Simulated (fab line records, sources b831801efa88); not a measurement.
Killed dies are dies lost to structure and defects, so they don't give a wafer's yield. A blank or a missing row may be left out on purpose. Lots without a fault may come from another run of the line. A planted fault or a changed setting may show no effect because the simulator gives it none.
Which tool did it? | flow gf180mcu | 14 lots, 42 wafers sampled, at 6 steps of a route of 602

WHAT THE GAUGES READ, wafer by wafer
GF_VT_IMPLANT_OVL_MEAS_18. Usual: VT_IMPLANT_01_OVL -0.2 nm, standard deviation 1.4.
lot  | measured     | on         | VT_IMPLANT_01_OVL (nm) | flag
L716 | day 6 21:58  | overlay-02 | 0.6 -2.6 -1.1          |
L717 | day 7 03:00  | overlay-02 | 0.2 -1.2 0.0           |
L718 | day 7 08:52  | overlay-02 | 0.9 2.2 -0.9           |
L719 | day 7 19:13  | overlay-01 | -0.3 1.5 -1.0          |
L724 | day 8 22:16  | overlay-02 | -0.8 0.0 -0.9          |
L725 | day 9 02:10  | overlay-02 | -3.6 -2.0 -2.3         |
L729 | day 10 07:19 | overlay-01 | -1.0 1.7 0.9           |
L730 | day 10 13:20 | overlay-01 | -0.3 -1.2 -0.1         |
L731 | day 10 17:32 | overlay-01 | 0.3 0.0 0.6            |
L732 | day 11 00:55 | overlay-01 | 1.0 0.9 0.8            |
L733 | day 11 11:32 | overlay-01 | 0.2 -0.3 -3.4          |
L735 | day 11 18:30 | overlay-01 | -1.3 0.3 -1.0          |
L736 | day 12 02:07 | overlay-01 | 1.2 0.4 0.7            |
L737 | day 12 09:59 | overlay-01 | -2.1 -1.0 -0.3         |

GF_POLY_GATE_THK_MEAS_17. Usual: POLY_GATE_OXIDATION_THK 4.00 nm, standard deviation 0.078.
lot  | measured     | on            | POLY_GATE_OXIDATION_THK (nm) | flag
L716 | day 10 00:15 | film_metro-03 | 3.98 4.04 3.95               |
L717 | day 10 09:28 | film_metro-02 | 4.06 4.15 4.09               |
L718 | day 10 14:16 | film_metro-03 | 4.04 4.02 3.92               |
L719 | day 11 00:21 | film_metro-03 | 3.88 3.82 3.81               |
L724 | day 12 07:05 | film_metro-02 | 4.03 4.02 4.01               |
L725 | day 12 12:50 | film_metro-03 | 4.09 4.02 4.08               |
L729 | day 13 19:49 | film_metro-02 | 4.17 4.21 4.12               |
L730 | day 14 02:53 | film_metro-02 | 4.08 4.05 4.02               |
L731 | day 14 07:11 | film_metro-02 | 4.12 3.96 4.04               |
L732 | day 14 15:17 | film_metro-02 | 4.07 4.08 4.10               |
L733 | day 15 04:11 | film_metro-01 | 3.99 3.95 3.98               |
L735 | day 15 12:22 | film_metro-03 | 3.99 4.01 3.92               |
L736 | day 15 23:35 | film_metro-02 | 3.91 3.94 3.97               |
L737 | day 16 06:57 | film_metro-02 | 4.12 4.06 4.13               |

GF_HV_LDD_TW_MEAS_11. Usual: HV_LDD_TW 2402, standard deviation 24.
lot  | measured     | on            | HV_LDD_TW      | flag
L716 | day 10 18:56 | film_metro-04 | 2392 2389 2385 |
L717 | day 11 03:47 | film_metro-04 | 2392 2385 2388 |
L718 | day 11 09:12 | film_metro-01 | 2869 2878 2867 | OFF
L719 | day 11 19:13 | film_metro-03 | 2379 2391 2385 |
L724 | day 13 03:44 | film_metro-01 | 2889 2889 2897 | OFF
L725 | day 13 09:11 | film_metro-01 | 2441 2453 2434 |
L729 | day 14 17:26 | film_metro-03 | 2364 2380 2368 |
L730 | day 15 00:43 | film_metro-01 | 2444 2439 2441 |
L731 | day 15 05:20 | film_metro-03 | 2377 2387 2391 |
L732 | day 15 12:59 | film_metro-03 | 2378 2382 2378 |
L733 | day 16 02:16 | film_metro-03 | 2400 2396 2384 |
L735 | day 16 10:53 | film_metro-01 | 2441 2416 2432 |
L736 | day 16 22:43 | film_metro-03 | 2403 2376 2385 |
L737 | day 17 05:09 | film_metro-01 | 2438 2440 2449 |

GF_HV_LDD_OVL_MEAS_32. Usual: HV_LDD_02_OVL -0.4 nm, standard deviation 1.4.
lot  | measured     | on         | HV_LDD_02_OVL (nm) | flag
L716 | day 12 09:05 | overlay-02 | -0.4 -2.7 -0.6     |
L717 | day 12 17:55 | overlay-02 | -0.9 0.1 0.7       |
L718 | day 12 23:11 | overlay-01 | -0.9 -0.6 -0.8     |
L719 | day 13 10:17 | overlay-01 | -1.7 -2.1 -3.5     |
L724 | day 14 20:56 | overlay-01 | 1.6 0.3 -0.7       |
L725 | day 15 03:47 | overlay-01 | 0.6 -0.6 0.4       |
L729 | day 16 14:29 | overlay-01 | 0.4 -0.6 -1.1      |
L730 | day 16 20:06 | overlay-02 | -1.9 0.5 -0.3      |
L731 | day 17 02:14 | overlay-02 | 1.2 0.4 1.1        |
L732 | day 17 09:24 | overlay-02 | 0.9 0.1 0.0        |
L733 | day 17 23:38 | overlay-02 | 2.0 1.1 2.0        |
L735 | day 18 09:20 | overlay-02 | 0.3 0.3 0.3        |
L736 | day 18 21:33 | overlay-02 | 0.4 -0.7 0.9       |
L737 | day 19 04:11 | overlay-02 | -1.6 -0.8 -0.1     |

GF_HV_LDD_RS_MEAS_53: measures by four-point-probe. Usual: HV_LDD_RS 418.3 ohm/sq, standard deviation 1.1.
lot  | measured     | on            | HV_LDD_RS (ohm/sq) | flag
L716 | day 13 05:40 | film_metro-01 | 418.1 418.0 418.4  |
L717 | day 13 15:29 | film_metro-03 | 419.1 419.5 420.3  |
L718 | day 13 20:46 | film_metro-01 | 311.1 311.9 311.5  | OFF
L719 | day 14 08:00 | film_metro-04 | 418.1 417.7 417.7  |
L724 | day 15 19:57 | film_metro-03 | 313.5 313.9 313.8  | OFF
L725 | day 16 03:20 | film_metro-03 | 417.4 417.7 417.6  |
L729 | day 17 13:31 | film_metro-03 | 420.0 418.8 418.7  |
L730 | day 17 19:35 | film_metro-04 | 417.6 418.5 417.6  |
L731 | day 18 01:53 | film_metro-01 | 416.2 416.6 418.6  |
L732 | day 18 10:23 | film_metro-01 | 418.7 419.0 417.7  |
L733 | day 19 00:41 | film_metro-03 | 419.0 419.8 419.9  |
L735 | day 19 10:17 | film_metro-03 | 419.0 419.2 420.8  |
L736 | day 19 22:53 | film_metro-01 | 419.3 418.6 419.5  |
L737 | day 20 06:02 | film_metro-04 | 416.9 416.1 417.3  |

WHICH TOOL RAN EACH LOT (tool, then ch and the chambers of the sampled wafers, then the start)
lot  | GF_HV_LDD_IMPLANT_09
L716 | implanter-01 ch 0, day 10 18:42
L717 | implanter-02 ch 0, day 11 03:34
L718 | implanter-04 ch 0, day 11 08:39
L719 | implanter-04 ch 0, day 11 18:58
L724 | implanter-01 ch 0, day 13 03:08
L725 | implanter-01 ch 0, day 13 08:56
L729 | implanter-02 ch 0, day 14 17:11
L730 | implanter-02 ch 0, day 15 00:31
L731 | implanter-02 ch 0, day 15 05:06
L732 | implanter-02 ch 0, day 15 12:44
L733 | implanter-01 ch 0, day 16 02:02
L735 | implanter-01 ch 0, day 16 10:40
L736 | implanter-02 ch 0, day 16 22:28
L737 | implanter-01 ch 0, day 17 04:55
- GF_HV_LDD_IMPLANT_09

WHAT THE TOOLS THEMSELVES READ (means of the sampled wafers that have a number; where no wafer has one, the mark that the record gives instead)
The record holds no such reading with a usual standard deviation.

THE ANSWER, worked out from the rows above alone
Rule: a lot is off if the mean of its wafers that have a number lies more than 3 standard deviations from the usual mean. A lot without any number at a reading at which 4 lots or more have one is off too. The other lots that the step has rows for count as sound. The gauges are gone through in route order, then the tools' own readings, and for those a lot's mean is taken as printed above. The first step at which some lot is off is used, and at that step the reading that is off furthest; a lot without a number counts as furthest.
Off: L718, L724, at GF_HV_LDD_TW_MEAS_11 (HV_LDD_TW).
A tool fits if, at a process step before that reading, it ran every lot that is off, and no sound lot after the first of them. The gauges at GF_HV_LDD_TW_MEAS_11 are tried like those tools. None of those tried fits.

WHAT THE SIMULATOR HAD PUT IN
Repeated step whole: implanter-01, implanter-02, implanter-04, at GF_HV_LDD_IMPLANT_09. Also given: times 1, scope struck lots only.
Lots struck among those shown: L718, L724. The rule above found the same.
